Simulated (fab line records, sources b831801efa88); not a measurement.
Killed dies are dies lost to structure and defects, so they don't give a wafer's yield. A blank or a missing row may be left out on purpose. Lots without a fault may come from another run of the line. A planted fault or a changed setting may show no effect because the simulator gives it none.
Which tool did it? | flow sky130 | 12 lots, 36 wafers sampled, at 5 steps of a route of 708

WHAT THE GAUGES READ, wafer by wafer
SKY_LDD_LDN_OVL_MEAS_07.
lot  | measured     | on         | LDD_LDN_OVL (nm)
L756 | day 23 07:57 | overlay-01 | 1.7 0.1 3.5
L757 | day 23 08:42 | overlay-02 | 0.5 0.7 1.6
L758 | day 23 15:17 | overlay-02 | -0.5 -1.2 0.3
L759 | day 24 10:00 | overlay-01 | -0.9 -1.5 0.8
L763 | day 25 20:47 | overlay-01 | 1.5 0.6 0.8
L768 | day 27 11:39 | overlay-02 | -1.7 -2.7 -2.5
L769 | day 27 21:00 | overlay-02 | -1.0 -1.6 -0.6
L770 | day 28 01:18 | overlay-01 | 0.0 -0.5 0.1
L771 | day 28 08:10 | overlay-02 | -2.3 -1.3 -1.5
L773 | day 28 23:39 | overlay-01 | 0.8 -0.4 -1.5
L778 | day 30 13:05 | overlay-02 | -0.5 -1.1 -0.1
L779 | day 30 21:14 | overlay-02 | -1.2 -3.3 -1.4

SKY_RES_XHIGH_TW_MEAS_09.
lot  | measured     | on            | RES_XHIGH_TW
L756 | day 27 02:13 | film_metro-01 | 1657 1650 1651
L757 | day 27 04:58 | film_metro-03 | 1653 1653 1647
L758 | day 27 11:11 | film_metro-03 | 1648 1650 1654
L759 | day 28 03:06 | film_metro-03 | 1649 1647 1659
L763 | day 29 11:01 | film_metro-03 | 1651 1655 1645
L768 | day 31 02:54 | film_metro-04 | 1663 1648 1651
L769 | day 31 12:01 | film_metro-01 | 30 30 30
L770 | day 31 18:40 | film_metro-04 | 30 30 30
L771 | day 31 23:11 | film_metro-01 | 1631 1631 1637
L773 | day 32 14:16 | film_metro-01 | 1643 1640 1641
L778 | day 34 00:49 | film_metro-04 | 1631 1646 1647
L779 | day 34 09:28 | film_metro-04 | 1653 1650 1645

WHICH TOOL RAN EACH LOT (tool, then ch and the chambers of the sampled wafers, then the start)
lot  | SKY_LDD_N_STRIP_16                   | SKY_POLY_CUT_STRIP_12                | SKY_RES_XHIGH_DEVELOP_06
L756 | plasma_asher-04 ch 0,1, day 18 06:41 | plasma_asher-03 ch 0,1, day 24 16:32 | litho_track-03 ch 0, day 27 01:49
L757 | plasma_asher-03 ch 1, day 18 06:49   | plasma_asher-02 ch 1, day 24 17:14   | litho_track-02 ch 0, day 27 04:34
L758 | plasma_asher-03 ch 0,1, day 18 12:59 | plasma_asher-04 ch 0,1, day 25 00:19 | litho_track-04 ch 0, day 27 10:49
L759 | plasma_asher-01 ch 0, day 19 07:46   | plasma_asher-04 ch 0,1, day 25 17:08 | litho_track-03 ch 0, day 28 02:42
L763 | plasma_asher-01 ch 0,1, day 20 19:22 | plasma_asher-03 ch 0,1, day 27 03:41 | litho_track-03 ch 0, day 29 10:37
L768 | plasma_asher-04 ch 0,1, day 22 14:56 | plasma_asher-03 ch 0,1, day 28 18:59 | litho_track-04 ch 0, day 31 02:30
L769 | plasma_asher-04 ch 0,1, day 22 23:07 | plasma_asher-04 ch 0, day 29 04:05   | litho_track-03 ch 0, day 31 11:37
L770 | plasma_asher-04 ch 0,1, day 23 03:01 | plasma_asher-03 ch 0,1, day 29 09:44 | litho_track-03 ch 0, day 31 18:17
L771 | plasma_asher-04 ch 0,1, day 23 11:32 | plasma_asher-04 ch 0,1, day 29 15:14 | litho_track-04 ch 0, day 31 22:49
L773 | plasma_asher-03 ch 0,1, day 24 03:37 | plasma_asher-04 ch 0,1, day 30 06:29 | litho_track-02 ch 0, day 32 13:52
L778 | plasma_asher-04 ch 0,1, day 25 19:14 | plasma_asher-02 ch 0,1, day 31 19:35 | litho_track-04 ch 0, day 34 00:25
L779 | plasma_asher-01 ch 0,1, day 26 03:49 | plasma_asher-03 ch 0,1, day 32 03:20 | litho_track-03 ch 0, day 34 09:05
- SKY_LDD_N_STRIP_16: strips in O2/N2.
- SKY_POLY_CUT_STRIP_12: strips in O2/N2.
- SKY_RES_XHIGH_DEVELOP_06: develop time 60 s.

WHAT THE TOOLS THEMSELVES READ (means of the sampled wafers that have a number; where no wafer has one, the mark that the record gives instead)
SKY_LDD_N_STRIP_16.
lot  | tool            | drypump_motor_current_A (A) | oes_product_au (a.u.) | strip_time_to_endpoint_s (s)
L756 | plasma_asher-04 | 5.3                         | 0.406                 | 4.311
L757 | plasma_asher-03 | 5.9                         | 0.412                 | 4.330
L758 | plasma_asher-03 | 5.9                         | 0.407                 | 4.334
L759 | plasma_asher-01 | 5.9                         | 0.405                 | 4.353
L763 | plasma_asher-01 | 5.8                         | 0.406                 | 4.315
L768 | plasma_asher-04 | 5.5                         | 0.406                 | 4.324
L769 | plasma_asher-04 | 5.2                         | 0.403                 | 4.315
L770 | plasma_asher-04 | 5.5                         | 0.405                 | 4.319
L771 | plasma_asher-04 | 5.3                         | 0.408                 | 4.308
L773 | plasma_asher-03 | 5.9                         | 0.404                 | 4.323
L778 | plasma_asher-04 | 5.2                         | 0.406                 | 4.315
L779 | plasma_asher-01 | 5.9                         | 0.405                 | 4.308

SKY_POLY_CUT_STRIP_12.
lot  | tool            | drypump_motor_current_A (A) | oes_product_au (a.u.) | strip_time_to_endpoint_s (s)
L756 | plasma_asher-03 | 5.9                         | 0.454                 | 5.370
L757 | plasma_asher-02 | 5.7                         | 0.451                 | 5.343
L758 | plasma_asher-04 | 5.2                         | 0.451                 | 5.324
L759 | plasma_asher-04 | 5.3                         | 0.453                 | 5.342
L763 | plasma_asher-03 | 5.9                         | 0.451                 | 5.338
L768 | plasma_asher-03 | 5.9                         | 0.451                 | 5.349
L769 | plasma_asher-04 | 5.7                         | 0.450                 | 5.348
L770 | plasma_asher-03 | 5.9                         | 0.455                 | 5.362
L771 | plasma_asher-04 | 5.5                         | 0.452                 | 5.354
L773 | plasma_asher-04 | 5.2                         | 0.452                 | 5.382
L778 | plasma_asher-02 | 5.8                         | 0.452                 | 5.344
L779 | plasma_asher-03 | 6.0                         | 0.445                 | 5.340

THE ANSWER, worked out from the rows above alone
Rule: what is usual is taken from the lots themselves. Put in order of their means at a reading, lots are off if they are a third of the lots or fewer, leave a main group of 4 or more, and stand apart from it by a gap of 3 or more times the standard deviation of the main group's means; of several such gaps the widest counts. A main group whose means are all the same, to the digits that the tables above print for the reading, isn't used. A lot without any number at a reading at which 4 lots or more have one is off too. The other lots that the step has rows for count as sound. The gauges are gone through in route order, then the tools' own readings, and for those a lot's mean is taken as printed above. The first step at which some lot is off is used, and at that step the reading that is off furthest; a lot without a number counts as furthest.
Off: L769, L770, at SKY_RES_XHIGH_TW_MEAS_09 (RES_XHIGH_TW). The main group: mean 1648, standard deviation 6.4.
A tool fits if, at a process step before that reading, it ran every lot that is off, and no sound lot after the first of them. The gauges at SKY_RES_XHIGH_TW_MEAS_09 are tried like those tools. None of those tried fits.

WHAT THE SIMULATOR HAD PUT IN
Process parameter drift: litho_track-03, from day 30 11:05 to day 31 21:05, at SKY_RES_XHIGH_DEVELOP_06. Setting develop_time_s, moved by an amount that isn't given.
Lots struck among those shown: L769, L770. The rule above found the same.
